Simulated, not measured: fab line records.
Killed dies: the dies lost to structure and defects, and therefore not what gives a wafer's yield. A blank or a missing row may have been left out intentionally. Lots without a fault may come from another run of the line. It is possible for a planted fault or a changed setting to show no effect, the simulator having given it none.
fab line records	flow sky130
[record] lots = 13	wafers = 39	last-day = 50
route steps=708 shown PWDE@84 VT_ADJUST_HVTP@95 VT_ADJUST_LVTN@104 VT_ADJUST_HVTR@135 PAD_OPEN@708
lots that met no fault: taken from a fault-free run of the same line
start-h: the number of hours between the record's first day and the start of the first shown wafer of the lot	wait-h: time in hours since the lot's previous step	" the same as in the row above	L1.1+2: a single row standing in for several wafers	- either no value or no given start	* or withheld: withheld	< > ~ a bound
route shown NAME@n: names a module that has steps shown in the file, with the first one's number in the route	usual: the fault-free wafers' mean and standard deviation	same: alike in all rows	chamber/n: place in a boat	sites: readings site by site	_std_site: the standard deviation of these	_edge_site: the outer-site mean with the inner-site mean subtracted	radius-mm: for every site, how far away it sits from the centre of the wafer	mask NAME#n: copy n	behind: the last tool/chamber to shape the wafer	hold: why the lot was held/for how many hours/how that ended	device: names the non-switching transistor (n, p or np)	end of line: tests of these same wafers at the route's end	a step with no rows: only its recipe	killed: dies lost to structure and defects at the first sort, not the wafer's yield	map: a wafer's dies, marking killed ones x, the rest . and places with no die _
set.NAME: the run value of the setting; set.NAME@STEP: its run value at that earlier step	model.NAME: the simulator's own value behind a step, which no gauge read
steps of the route over a sample of lots; a table a step, a row a wafer
services: a tool's chamber out of use, with start hour (start-h, from the record's first day; less than 0 if before it), hours out, and reason
[[steps]]
[step SKY_NWELL_RS_MEAS_31]
[recipe] thk-meas-gauge = four-point-probe
[usual] PWDE_RS = 5282/18
lot.wafer	tool	chamber	start-h	wait-h	PWDE_RS[ohm/sq]
L334.1	film-metro-04	-	103.91	0.1	5271
L334.4	"	-	"	"	5273
L334.6	"	-	"	"	5263
L335.4	film-metro-04	-	109.87	0.1	5295
L335.5	"	-	"	"	5283
L335.6	"	-	"	"	5259
L337.3	film-metro-01	-	124.67	0.1	5296
L337.4	"	-	"	"	5291
L337.6	"	-	"	"	5294
L339.1	film-metro-02	-	134.31	0.1	5290
L339.3	"	-	"	"	5288
L339.6	"	-	"	"	5297
L340.3	film-metro-02	-	142.66	0.1	5264
L340.5	"	-	"	"	5295
L340.6	"	-	"	"	5273
L341.2	film-metro-02	-	147.45	0.1	5278
L341.4	"	-	"	"	5279
L341.6	"	-	"	"	5267
L342.2	film-metro-02	-	150.95	0.1	5305
L342.4	"	-	"	"	5331
L342.5	"	-	"	"	5320
L343.2	film-metro-02	-	155.88	0.1	5279
L343.4	"	-	"	"	5276
L343.5	"	-	"	"	5281
L346.1	film-metro-02	-	175.57	0.1	5298
L346.3	"	-	"	"	5305
L346.4	"	-	"	"	5277
L349.2	film-metro-04	-	196.68	0.1	5304
L349.3	"	-	"	"	5295
L349.6	"	-	"	"	5302
L351.3	film-metro-01	-	208.32	0.1	5273
L351.4	"	-	"	"	5289
L351.6	"	-	"	"	5271
L352.2	film-metro-02	-	215.23	0.1	5250
L352.3	"	-	"	"	5261
L352.4	"	-	"	"	5264
L355.1	film-metro-02	-	234.11	0.1	5276
L355.4	"	-	"	"	5290
L355.5	"	-	"	"	5265
[step SKY_VT_ADJUST_HVTP_STRIP_10]
[recipe] chemistry = O2/N2	power-w = 1400	pressure-mtorr = 1500	platen-temp-c = withheld	o2-flow-sccm = 3000	n2-flow-sccm = 300	overash-fraction = 0.5
[usual] drypump-motor-current-A = 5.58/0.12	oes-product-au = 0.716/0.005	strip-time-to-endpoint-s = 14.19/0.033
lot.wafer	tool	chamber	start-h	wait-h	drypump-motor-current-A	oes-product-au	rf-hours-counter-h	strip-time-to-endpoint-s
L334.1	plasma-asher-03	0	122.65	0.1	5.63	0.722	43	14.13
L334.4	"	0	"	"	5.63	0.719	-	14.14
L334.6	"	0	"	"	5.65	0.710	-	14.13
L335.4	plasma-asher-02	0	128.98	0.1	5.35	0.719	-	14.22
L335.5	"	1	"	"	5.60	0.713	-	14.19
L335.6	"	0	"	"	5.36	0.707	-	14.19
L337.3	plasma-asher-04	0	144.13	0.1	5.67	0.719	-	14.19
L337.4	"	1	"	"	5.43	0.718	-	14.17
L337.6	"	1	"	"	5.41	0.714	-	14.15
L339.1	plasma-asher-04	0	154.48	0.1	5.71	0.709	3	14.21
L339.3	"	1	"	"	5.42	0.711	-	14.18
L339.6	"	1	"	"	5.41	0.730	-	14.20
L340.3	plasma-asher-04	1	162.33	0.1	5.42	0.713	-	14.23
L340.5	"	0	"	"	5.68	0.713	-	14.27
L340.6	"	1	"	"	5.44	0.714	-	14.25
L341.2	plasma-asher-03	1	167.00	0.1	5.68	0.714	47	14.20
L341.4	"	1	"	"	5.68	0.718	-	14.18
L341.6	"	1	"	"	5.67	0.722	-	14.21
L342.2	plasma-asher-03	1	170.94	0.1	5.69	0.718	48	14.17
L342.4	"	0	"	"	5.62	0.725	-	14.15
L342.5	"	1	"	"	5.68	0.712	-	14.18
L343.2	plasma-asher-03	0	175.54	0.1	5.68	0.712	48	14.21
L343.4	"	1	"	"	5.67	0.718	-	14.21
L343.5	"	0	"	"	5.66	0.718	-	14.19
L346.1	plasma-asher-03	1	196.91	0.1	5.69	0.711	50	14.18
L346.3	"	1	"	"	5.70	0.705	-	14.20
L346.4	"	0	"	"	5.64	0.708	-	14.19
L349.2	plasma-asher-02	0	218.34	0.1	5.35	0.725	39	14.17
L349.3	"	1	"	"	5.59	0.714	-	14.17
L349.6	"	0	"	"	5.34	0.713	-	14.20
L351.3	plasma-asher-04	1	230.58	0.1	5.43	0.719	-	14.16
L351.4	"	0	"	"	5.65	0.717	-	14.16
L351.6	"	1	"	"	5.40	0.714	-	14.21
L352.2	plasma-asher-02	0	237.58	0.1	5.36	0.723	41	14.24
L352.3	"	1	"	"	5.60	0.704	-	14.23
L352.4	"	0	"	"	5.36	0.719	-	14.26
L355.1	plasma-asher-04	1	257.55	0.1	5.43	0.721	14	14.14
L355.4	"	0	"	"	5.71	0.709	-	14.13
L355.5	"	0	"	"	5.71	0.724	-	14.15
[step SKY_VT_ADJUST_LVTN_OVL_MEAS_07]
[usual] VT_ADJUST_LVTN_OVL = -0.6/1.2
lot.wafer	tool	chamber	start-h	wait-h	VT_ADJUST_LVTN_OVL[nm]
L334.1	overlay-01	-	142.12	-	-2.1
L334.4	"	-	"	"	-4.5
L334.6	"	-	"	"	-1.1
L335.4	overlay-02	-	149.20	-	-0.6
L335.5	"	-	"	"	-1.3
L335.6	"	-	"	"	0.6
L337.3	overlay-02	-	163.74	-	0.2
L337.4	"	-	"	"	-1.3
L337.6	"	-	"	"	-0.9
L339.1	overlay-02	-	174.59	-	1.4
L339.3	"	-	"	"	-0.1
L339.6	"	-	"	"	-2.1
L340.3	overlay-01	-	182.83	-	0.6
L340.5	"	-	"	"	-0.1
L340.6	"	-	"	"	-2.8
L341.2	overlay-01	-	187.93	-	-0.9
L341.4	"	-	"	"	0.3
L341.6	"	-	"	"	0.4
L342.2	overlay-01	-	192.29	-	0.7
L342.4	"	-	"	"	-0.2
L342.5	"	-	"	"	0.3
L343.2	overlay-01	-	197.14	-	-0.5
L343.4	"	-	"	"	-1.6
L343.5	"	-	"	"	-0.9
L346.1	overlay-02	-	218.22	-	-1.8
L346.3	"	-	"	"	-0.9
L346.4	"	-	"	"	-1.4
L349.2	overlay-02	-	241.19	-	-2.2
L349.3	"	-	"	"	2.6
L349.6	"	-	"	"	-1.4
L351.3	overlay-02	-	254.68	-	-2.8
L351.4	"	-	"	"	-1.2
L351.6	"	-	"	"	-3.2
L352.2	overlay-02	-	261.54	-	-2.6
L352.3	"	-	"	"	-1.1
L352.4	"	-	"	"	-2.7
L355.1	overlay-01	-	279.98	-	-0.4
L355.4	"	-	"	"	2.4
L355.5	"	-	"	"	0.0
[step SKY_VT_ADJUST_HVTR_EXPOSE_04]
[recipe] mask-id = HVTRM	target-cd-nm = 380	na = 0.6	source-shape = conventional	sigma-outer = 0.6	dose-mj = 150
[usual] exposure-dose-mJ-cm2 = 149.96/0.18
[same] na = 0.6
lot.wafer	tool	chamber	start-h	wait-h	mask	exposure-dose-mJ-cm2
L334.1	iline-stepper-01	0	193.37	-	HVTRM#0	149.87
L334.4	"	0	"	"	HVTRM#0	150.13
L334.6	"	0	"	"	HVTRM#0	150.10
L335.4	iline-stepper-02	0	200.98	-	HVTRM#0	150.29
L335.5	"	0	"	"	HVTRM#0	150.06
L335.6	"	0	"	"	HVTRM#0	150.23
L337.3	iline-stepper-01	0	217.74	-	HVTRM#0	149.95
L337.4	"	0	"	"	HVTRM#0	149.75
L337.6	"	0	"	"	HVTRM#0	149.80
L339.1	iline-stepper-01	0	229.41	-	HVTRM#0	149.63
L339.3	"	0	"	"	HVTRM#0	149.76
L339.6	"	0	"	"	HVTRM#0	149.74
L340.3	iline-stepper-01	0	238.01	-	HVTRM#0	149.97
L340.5	"	0	"	"	HVTRM#0	149.94
L340.6	"	0	"	"	HVTRM#0	149.89
L341.2	iline-stepper-02	0	242.83	-	HVTRM#0	150.07
L341.4	"	0	"	"	HVTRM#0	149.72
L341.6	"	0	"	"	HVTRM#0	149.83
L342.2	iline-stepper-01	0	247.98	-	HVTRM#0	149.91
L342.4	"	0	"	"	HVTRM#0	149.81
L342.5	"	0	"	"	HVTRM#0	149.67
L343.2	iline-stepper-01	0	253.71	-	HVTRM#0	149.87
L343.4	"	0	"	"	HVTRM#0	149.72
L343.5	"	0	"	"	HVTRM#0	149.82
L346.1	iline-stepper-02	0	276.52	-	HVTRM#0	149.97
L346.3	"	0	"	"	HVTRM#0	150.35
L346.4	"	0	"	"	HVTRM#0	150.16
L349.2	iline-stepper-01	0	298.69	-	HVTRM#0	149.64
L349.3	"	0	"	"	HVTRM#0	150.17
L349.6	"	0	"	"	HVTRM#0	149.97
L351.3	iline-stepper-01	0	314.66	-	HVTRM#0	149.95
L351.4	"	0	"	"	HVTRM#0	149.96
L351.6	"	0	"	"	HVTRM#0	150.17
L352.2	iline-stepper-02	0	320.38	-	HVTRM#0	149.97
L352.3	"	0	"	"	HVTRM#0	149.99
L352.4	"	0	"	"	HVTRM#0	150.00
L355.1	iline-stepper-02	0	344.07	-	HVTRM#0	150.14
L355.4	"	0	"	"	HVTRM#0	149.90
L355.5	"	0	"	"	HVTRM#0	149.87
[step SKY_VT_ADJUST_HVTR_OVL_MEAS_08]
[usual] VT_ADJUST_HVTR_OVL = 0.9/1.4
lot.wafer	tool	chamber	start-h	wait-h	hold	VT_ADJUST_HVTR_OVL[nm]
L334.1	overlay-01	-	203.56	0.1	-	1.4
L334.4	"	-	"	"	-	1.0
L334.6	"	-	"	"	-	-1.0
L335.4	overlay-01	-	212.33	0.1	-	2.1
L335.5	"	-	"	"	-	0.5
L335.6	"	-	"	"	-	2.3
L337.3	overlay-02	-	228.17	0.1	-	0.0
L337.4	"	-	"	"	-	1.4
L337.6	"	-	"	"	-	2.8
L339.1	overlay-01	-	240.96	0.1	-	1.9
L339.3	"	-	"	"	-	0.7
L339.6	"	-	"	"	-	-1.2
L340.3	overlay-01	-	249.42	0.1	-	2.0
L340.5	"	-	"	"	-	1.3
L340.6	"	-	"	"	-	1.7
L341.2	overlay-01	-	254.27	0.1	-	1.2
L341.4	"	-	"	"	-	0.8
L341.6	"	-	"	"	-	1.3
L342.2	overlay-01	-	260.36	0.1	-	1.4
L342.4	"	-	"	"	-	3.5
L342.5	"	-	"	"	-	2.3
L343.2	overlay-02	-	265.42	0.1	await-dispo/0.2h/release	112.3
L343.4	"	-	"	"	await-dispo/0.2h/release	112.9
L343.5	"	-	"	"	await-dispo/0.2h/release	111.0
L343.2	overlay-02	-	265.62	0.2	-	110.7
L343.4	"	-	"	"	-	110.4
L343.5	"	-	"	"	-	109.4
L346.1	overlay-01	-	288.16	0.1	-	0.8
L346.3	"	-	"	"	-	-1.7
L346.4	"	-	"	"	-	0.8
L349.2	overlay-02	-	310.36	0.1	await-dispo/0.2h/release	112.7
L349.3	"	-	"	"	await-dispo/0.2h/release	114.0
L349.6	"	-	"	"	await-dispo/0.2h/release	112.2
L349.2	overlay-02	-	310.56	0.2	-	110.4
L349.3	"	-	"	"	-	111.1
L349.6	"	-	"	"	-	109.6
L351.3	overlay-01	-	327.25	0.1	await-dispo/0.2h/release	115.6
L351.4	"	-	"	"	await-dispo/0.2h/release	114.4
L351.6	"	-	"	"	await-dispo/0.2h/release	115.1
L351.3	overlay-01	-	327.46	0.2	-	113.3
L351.4	"	-	"	"	-	112.1
L351.6	"	-	"	"	-	112.8
L352.2	overlay-02	-	333.62	0.1	-	1.8
L352.3	"	-	"	"	-	0.1
L352.4	"	-	"	"	-	1.3
L355.1	overlay-01	-	357.76	0.1	-	1.3
L355.4	"	-	"	"	-	0.5
L355.5	"	-	"	"	-	1.1
[step SKY_PAD_OPEN_PROBE_99]
[usual] defect-limited-yield = 81.9/2	killed_at_M0_to_M3 = 43/6.5	killed_at_M4_up = 3.2/1.8	killed-at-contacts = 26/5.2	killed-at-front-end = 16/4.8	killed-at-other = 0.3/0.6	killed-dies = 89/9.6	killed-open = 48/7.1	killed-short = 40/6.4	sort_bin_3_pad_short = 0.9/0.37	sort_bin_5_function = 10.7/1.4	sort_bin_6_memory = 6.5/1.2	sort-n-pass = 403/9.6	sort-yield-pct = 81.9/2
[same] gross-dies = 492	killed-at-back-side = 0	sort_bin_4_leakage[%] = 0	sort_bin_8_speed[%] = 0
lot.wafer	tool	chamber	start-h	wait-h	defect-limited-yield[%]	killed_at_M0_to_M3	killed_at_M4_up	killed-at-contacts	killed-at-front-end	killed-at-other	killed-dies	killed-open	killed-short	sort_bin_3_pad_short[%]	sort_bin_5_function[%]	sort_bin_6_memory[%]	sort-n-pass	sort-yield-pct[%]
L334.1	prober-02	-	1074.53	0.1	82.1	38	4	18	28	0	88	42	46	0.8	11.0	6.1	404	82.1
L334.4	prober-02	-	1074.68	0.2	82.1	46	6	18	17	1	88	42	46	1.0	10.4	6.5	404	82.1
L334.6	prober-02	-	1074.78	0.2	82.5	42	2	22	20	0	86	56	30	1.0	10.0	6.5	406	82.5
L335.4	prober-02	-	1089.39	0.2	83.7	44	3	19	14	0	80	44	36	0.8	9.3	6.1	412	83.7
L335.5	prober-02	-	1089.44	0.2	83.5	47	2	21	11	0	81	39	42	0.6	10.2	5.7	411	83.5
L335.6	prober-02	-	1089.49	0.2	81.7	47	2	25	16	0	90	54	36	0.6	12.0	5.7	402	81.7
L337.3	prober-02	-	1096.58	0.2	83.5	41	3	24	13	0	81	47	33	1.6	9.6	5.3	411	83.5
L337.4	prober-02	-	1096.63	0.2	82.1	46	1	26	15	0	88	40	48	1.2	10.4	6.3	404	82.1
L337.6	prober-02	-	1096.73	0.2	78.7	55	1	27	22	0	105	57	48	0.6	15.0	5.7	387	78.7
L339.1	prober-02	-	1109.15	0.1	79.3	44	8	27	22	1	102	46	52	1.2	11.6	7.9	390	79.3
L339.3	prober-02	-	1109.25	0.2	81.7	49	2	22	17	0	90	51	39	0.8	10.8	6.7	402	81.7
L339.6	prober-02	-	1109.40	0.2	81.7	48	3	23	15	1	90	40	49	0.4	12.2	5.7	402	81.7
L340.3	prober-02	-	1116.09	0.2	81.3	41	5	26	20	0	92	49	43	0.4	11.2	7.1	400	81.3
L340.5	prober-02	-	1116.19	0.2	80.7	40	3	36	16	0	95	41	54	1.0	10.0	8.3	397	80.7
L340.6	prober-02	-	1116.24	0.2	80.1	46	3	23	26	0	98	49	49	0.8	10.8	8.3	394	80.1
L341.2	prober-02	-	1117.54	0.1	83.7	38	5	24	13	0	80	47	33	1.4	8.9	5.9	412	83.7
L341.4	prober-02	-	1117.64	0.2	82.3	41	4	21	20	1	87	43	43	1.0	10.0	6.7	405	82.3
L341.6	prober-02	-	1117.74	0.2	80.5	52	2	22	20	0	96	49	47	0.6	12.8	6.1	396	80.5
L342.2	prober-01	-	1119.29	0.1	82.5	49	3	23	11	0	86	62	24	0.8	9.6	7.1	406	82.5
L342.4	prober-01	-	1119.39	0.2	83.7	41	4	22	12	1	80	42	38	0.8	8.3	7.1	412	83.7
L342.5	prober-01	-	1119.44	0.2	83.9	45	2	20	12	0	79	50	29	0.2	8.7	7.1	413	83.9
L346.1	prober-01	-	1143.05	0.1	83.3	29	4	33	16	0	82	44	38	1.0	9.3	6.3	410	83.3
L346.3	prober-01	-	1143.15	0.2	87.0	35	3	16	10	0	64	44	20	0.4	7.5	5.1	428	87.0
L346.4	prober-01	-	1143.20	0.2	79.7	55	4	26	15	0	100	55	45	0.8	12.8	6.7	392	79.7
L352.2	prober-01	-	1174.80	0.1	82.1	44	4	21	16	3	88	48	37	0.6	12.0	5.3	404	82.1
L352.3	prober-01	-	1174.85	0.2	81.1	39	4	28	21	1	93	52	41	1.2	11.8	5.9	399	81.1
L352.4	prober-01	-	1174.90	0.2	81.3	48	3	25	16	0	92	53	39	0.4	12.0	6.3	400	81.3
L355.1	prober-02	-	1190.20	0.1	85.2	39	4	22	8	0	73	39	34	0.8	9.6	4.5	419	85.2
L355.4	prober-02	-	1190.35	0.2	85.8	31	4	24	11	0	70	39	31	1.0	7.5	5.7	422	85.8
L355.5	prober-02	-	1190.40	0.2	85.6	33	6	21	11	0	71	36	35	0.8	9.3	4.3	421	85.6
// killed by level:class
L334.1 VIA2:geometric-particle:open=8 POLY_GATE:geometric-particle:open=7 POLY_GATE:geometric-particle:short=7 CONTACT:geometric-particle:open=7 METAL1:geometric-particle:short=7 FIELD_ISO:geometric-particle:open=5 VIA1:geometric-particle:short=5 METAL2:geometric-particle:short=5
L334.4 METAL1:geometric-particle:short=9 POLY_GATE:geometric-particle:short=7 VIA2:geometric-particle:open=7 LI_CONTACT:geometric-particle:open=6 VIA3:geometric-particle:open=6 METAL2:geometric-particle:short=5 VIA1:geometric-particle:open=5 METAL4:geometric-particle:short=4
L334.6 POLY_GATE:geometric-particle:open=9 VIA1:geometric-particle:open=9 VIA3:geometric-particle:open=8 VIA2:geometric-particle:open=8 LI_CONTACT:geometric-particle:open=6 FIELD_ISO:geometric-particle:open=5 CONTACT:geometric-particle:open=5 METAL1:geometric-particle:short=5
L335.4 CONTACT:geometric-particle:open=9 VIA1:geometric-particle:open=9 METAL1:geometric-particle:short=7 VIA2:geometric-particle:open=6 VIA3:geometric-particle:open=6 CONTACT:geometric-particle:short=5 VIA3:geometric-particle:short=4 VIA1:geometric-particle:short=4
L335.5 CONTACT:geometric-particle:open=9 FIELD_ISO:geometric-particle:short=7 VIA2:geometric-particle:open=7 VIA1:geometric-particle:open=6 VIA1:geometric-particle:short=6 VIA3:geometric-particle:short=6 VIA3:geometric-particle:open=6 LI_CONTACT:geometric-particle:open=5
L335.6 VIA1:geometric-particle:open=12 CONTACT:geometric-particle:open=11 LI_CONTACT:geometric-particle:open=8 VIA2:geometric-particle:open=8 VIA3:geometric-particle:open=7 POLY_GATE:geometric-particle:short=5 CONTACT:geometric-particle:short=5 FIELD_ISO:geometric-particle:short=4
L337.3 VIA1:geometric-particle:open=11 FIELD_ISO:geometric-particle:open=7 LOCAL_INTERCONNECT:geometric-particle:short=7 VIA3:geometric-particle:open=7 CONTACT:geometric-particle:open=6 VIA2:geometric-particle:open=6 METAL1:geometric-particle:short=5 LI_CONTACT:geometric-particle:open=4
L337.4 VIA2:geometric-particle:open=11 LOCAL_INTERCONNECT:geometric-particle:short=8 VIA1:geometric-particle:open=8 FIELD_ISO:geometric-particle:short=7 CONTACT:geometric-particle:open=7 LI_CONTACT:geometric-particle:short=5 METAL1:geometric-particle:short=5 METAL2:geometric-particle:short=5
L337.6 VIA1:geometric-particle:open=16 FIELD_ISO:geometric-particle:open=9 VIA1:geometric-particle:short=8 LI_CONTACT:geometric-particle:open=7 CONTACT:geometric-particle:open=7 VIA3:geometric-particle:open=6 METAL2:geometric-particle:short=6 CONTACT:geometric-particle:short=5
L339.1 VIA1:geometric-particle:open=9 VIA1:geometric-particle:short=9 POLY_GATE:geometric-particle:short=8 LI_CONTACT:geometric-particle:open=8 VIA3:geometric-particle:open=7 CONTACT:geometric-particle:open=5 CONTACT:geometric-particle:short=5 METAL1:geometric-particle:short=5
L339.3 VIA1:geometric-particle:open=11 VIA1:geometric-particle:short=10 VIA2:geometric-particle:open=7 VIA3:geometric-particle:open=7 LI_CONTACT:geometric-particle:open=6 CONTACT:geometric-particle:short=6 POLY_GATE:geometric-particle:short=5 METAL1:geometric-particle:short=4
L339.6 VIA1:geometric-particle:open=11 METAL1:geometric-particle:short=10 CONTACT:geometric-particle:open=7 LOCAL_INTERCONNECT:geometric-particle:short=6 METAL2:geometric-particle:short=6 VIA3:geometric-particle:open=5 METAL3:geometric-particle:short=5 FIELD_ISO:geometric-particle:short=4
L340.3 LI_CONTACT:geometric-particle:open=8 CONTACT:geometric-particle:open=8 VIA1:geometric-particle:short=6 VIA1:geometric-particle:open=6 METAL2:geometric-particle:short=6 POLY_GATE:geometric-particle:open=5 POLY_GATE:geometric-particle:short=4 SPACER:geometric-particle:open=4
L340.5 CONTACT:geometric-particle:short=13 CONTACT:geometric-particle:open=10 LI_CONTACT:geometric-particle:open=8 VIA1:geometric-particle:short=7 METAL2:geometric-particle:short=7 FIELD_ISO:geometric-particle:short=6 VIA1:geometric-particle:open=6 FIELD_ISO:geometric-particle:open=5
L340.6 VIA1:geometric-particle:open=12 CONTACT:geometric-particle:open=8 METAL1:geometric-particle:short=7 FIELD_ISO:geometric-particle:short=6 LI_CONTACT:geometric-particle:open=6 VIA1:geometric-particle:short=6 METAL2:geometric-particle:short=6 FIELD_ISO:geometric-particle:open=5
L341.2 LI_CONTACT:geometric-particle:open=10 VIA3:geometric-particle:open=7 VIA1:geometric-particle:open=7 VIA2:geometric-particle:open=7 CONTACT:geometric-particle:open=6 VIA1:geometric-particle:short=6 FIELD_ISO:geometric-particle:open=5 METAL4:geometric-particle:short=5
L341.4 CONTACT:geometric-particle:open=9 METAL1:geometric-particle:short=8 LI_CONTACT:geometric-particle:open=7 VIA1:geometric-particle:short=6 VIA1:geometric-particle:open=6 VIA3:geometric-particle:open=6 FIELD_ISO:geometric-particle:short=5 VIA3:geometric-particle:short=5
L341.6 VIA1:geometric-particle:open=14 VIA3:geometric-particle:open=8 CONTACT:geometric-particle:open=8 FIELD_ISO:geometric-particle:short=6 METAL3:geometric-particle:short=5 FIELD_ISO:geometric-particle:open=4 POLY_GATE:geometric-particle:short=4 LOCAL_INTERCONNECT:geometric-particle:short=4
L342.2 LI_CONTACT:geometric-particle:open=13 VIA1:geometric-particle:open=11 VIA3:geometric-particle:open=8 VIA2:geometric-particle:open=7 CONTACT:geometric-particle:open=7 METAL2:geometric-particle:short=6 POLY_GATE:geometric-particle:open=4 METAL1:geometric-particle:open=4
L342.4 VIA1:geometric-particle:open=10 LI_CONTACT:geometric-particle:open=7 CONTACT:geometric-particle:short=7 METAL1:geometric-particle:short=6 VIA3:geometric-particle:open=6 CONTACT:geometric-particle:open=5 VIA2:geometric-particle:open=4 METAL2:geometric-particle:short=4
L342.5 VIA1:geometric-particle:open=11 CONTACT:geometric-particle:open=8 METAL1:geometric-particle:short=7 LI_CONTACT:geometric-particle:open=7 METAL3:geometric-particle:short=7 POLY_GATE:geometric-particle:open=5 VIA3:geometric-particle:open=5 METAL1:geometric-particle:open=3
L346.1 CONTACT:geometric-particle:open=16 CONTACT:geometric-particle:short=10 POLY_GATE:geometric-particle:open=5 VIA2:geometric-particle:open=5 VIA3:geometric-particle:open=5 LI_CONTACT:geometric-particle:open=4 VIA1:geometric-particle:open=4 METAL4:geometric-particle:short=4
L346.3 VIA1:geometric-particle:open=9 VIA2:geometric-particle:open=9 LI_CONTACT:geometric-particle:open=6 CONTACT:geometric-particle:open=5 VIA3:geometric-particle:open=5 POLY_GATE:geometric-particle:open=4 CONTACT:geometric-particle:short=4 METAL1:geometric-particle:short=4
L346.4 CONTACT:geometric-particle:open=13 VIA3:geometric-particle:open=11 VIA1:geometric-particle:open=10 METAL1:geometric-particle:short=9 VIA1:geometric-particle:short=6 VIA2:geometric-particle:open=5 METAL2:geometric-particle:short=5 FIELD_ISO:geometric-particle:open=4
L352.2 VIA1:geometric-particle:open=12 POLY_GATE:geometric-particle:short=7 METAL1:geometric-particle:short=7 VIA2:geometric-particle:open=7 VIA3:geometric-particle:open=7 CONTACT:geometric-particle:open=6 LOCAL_INTERCONNECT:geometric-particle:short=5 POLY_GATE:geometric-particle:open=4
L352.3 VIA1:geometric-particle:open=13 POLY_GATE:geometric-particle:short=9 CONTACT:geometric-particle:open=9 CONTACT:geometric-particle:short=7 LI_CONTACT:geometric-particle:open=6 POLY_GATE:geometric-particle:open=5 METAL1:geometric-particle:short=4 VIA1:geometric-particle:short=4
L352.4 VIA1:geometric-particle:open=14 CONTACT:geometric-particle:open=12 METAL2:geometric-particle:short=8 VIA3:geometric-particle:open=6 FIELD_ISO:geometric-particle:short=5 POLY_GATE:geometric-particle:short=5 VIA2:geometric-particle:open=5 CONTACT:geometric-particle:short=4
L355.1 VIA1:geometric-particle:open=10 LI_CONTACT:geometric-particle:open=7 CONTACT:geometric-particle:open=7 METAL3:geometric-particle:short=6 VIA1:geometric-particle:short=5 VIA2:geometric-particle:short=4 FIELD_ISO:geometric-particle:short=3 CONTACT:geometric-particle:short=3
L355.4 VIA1:geometric-particle:open=7 LI_CONTACT:geometric-particle:open=7 CONTACT:geometric-particle:open=6 METAL2:geometric-particle:short=6 VIA3:geometric-particle:open=5 POLY_GATE:geometric-particle:open=4 LOCAL_INTERCONNECT:geometric-particle:short=4 CONTACT:geometric-particle:short=4
L355.5 VIA1:geometric-particle:open=8 CONTACT:geometric-particle:open=7 METAL2:geometric-particle:short=6 LI_CONTACT:geometric-particle:open=6 VIA1:geometric-particle:short=5 METAL4:geometric-particle:short=5 POLY_GATE:geometric-particle:short=4 LOCAL_INTERCONNECT:geometric-particle:short=4
[[services]]
tool	chamber	start-h	hours	kind
plasma-asher-04	-	108.75	9.0	pm
plasma-asher-04	0	108.75	9.0	vent-cycle
plasma-asher-04	1	108.75	9.0	vent-cycle
plasma-asher-04	-	114.03	2.4	repair
plasma-asher-04	0	117.75	-	clean
plasma-asher-04	1	117.75	-	clean
iline-stepper-02	-	128.63	1.7	pm
iline-stepper-02	-	143.20	2.1	pm
iline-stepper-02	-	145.28	-	consumable-replace:lamp
iline-stepper-01	-	145.32	1.7	pm
iline-stepper-02	-	160.84	10.6	repair
plasma-asher-02	-	179.21	4.6	repair
plasma-asher-02	-	197.42	2.8	pm
iline-stepper-02	-	213.50	4.4	pm
plasma-asher-03	-	227.99	5.0	repair
plasma-asher-04	-	231.82	2.7	repair
iline-stepper-01	0	236.69	-	calibration
iline-stepper-02	-	308.13	1.1	repair
iline-stepper-02	0	309.49	-	calibration
plasma-asher-03	-	322.64	28.1	pm
iline-stepper-02	-	326.95	8.9	pm
plasma-asher-02	-	335.01	0.8	repair
[[key]]
[first-sign] step = SKY_VT_ADJUST_HVTR_OVL_MEAS_08	reading = visit	direction = added
[effect] step = SKY_VT_ADJUST_HVTR_OVL_MEAS_08	reading = VT_ADJUST_HVTR_OVL	direction = up	sigmas = 79	usual = 0.9	struck = 113.4
met-at SKY_VT_ADJUST_HVTR_EXPOSE_04
struck-lots L343,L349,L351
scrapped-behind SKY_VT_ADJUST_HVTR_OVL_MEAS_08 L343.2,L343.4,L343.5,L349.2,L349.3,L349.6,L351.3,L351.4,L351.6
not-acting-at SKY_NWELL_RS_MEAS_31,SKY_VT_ADJUST_HVTP_STRIP_10,SKY_VT_ADJUST_LVTN_OVL_MEAS_07
onset-between 247.98 253.71
[fault] kind = scanner-matching-overlay	tool = iline-stepper-01	chamber = -	onset-h = 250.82	steps = SKY_VT_ADJUST_HVTR_EXPOSE_04	offset = 113.33
